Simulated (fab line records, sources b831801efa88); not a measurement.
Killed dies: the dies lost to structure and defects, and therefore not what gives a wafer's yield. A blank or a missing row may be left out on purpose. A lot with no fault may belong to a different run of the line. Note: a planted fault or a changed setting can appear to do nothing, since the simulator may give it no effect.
Which tool is to blame?	flow sky130	6 lots (18 wafers sampled), 1 step of a 708-step route

== WHAT THE GAUGES SHOWED, per wafer ==
SKY_VIA2_CD_MEAS_12: the cd target is 200 nm.
lot	measured	on	cd nm (nm)
L713	day 36 01:23	cd sem-01	200.7 200.6 201.6
L715	day 38 08:16	cd sem-01	201.6 202.2 201.3
L720	day 39 10:42	cd sem-02	200.1 199.0 198.7
L729	day 41 07:04	cd sem-02	203.2 202.5 201.2
L731	day 41 21:16	cd sem-02	200.0 199.6 200.0
L735	day 43 01:01	cd sem-02	199.6 200.7 199.7

== WHICH TOOL RAN EACH LOT (tool, then ch and the chambers of the sampled wafers, then the start) ==
No process step before these readings appears in the record.

== THE ANSWER, worked out from the rows above alone ==
Rule: the usual values come from the lots themselves. Put in order of their means at a reading, lots are off if they are a third of the lots or fewer, leave a main group of 4 or more, and stand apart from it by a gap of 3 or more times the standard deviation of the main group's means; of several such gaps the widest counts. If all means in a main group match to the digits the tables above print for the reading, that group is not used. Also off: a lot with no number at a reading for which 4 or more lots have one. All remaining lots with rows at the step are treated as sound.
None of the lots is off at any reading shown; this tells nothing.

== WHAT HAD BEEN PUT IN BY THE SIMULATOR ==
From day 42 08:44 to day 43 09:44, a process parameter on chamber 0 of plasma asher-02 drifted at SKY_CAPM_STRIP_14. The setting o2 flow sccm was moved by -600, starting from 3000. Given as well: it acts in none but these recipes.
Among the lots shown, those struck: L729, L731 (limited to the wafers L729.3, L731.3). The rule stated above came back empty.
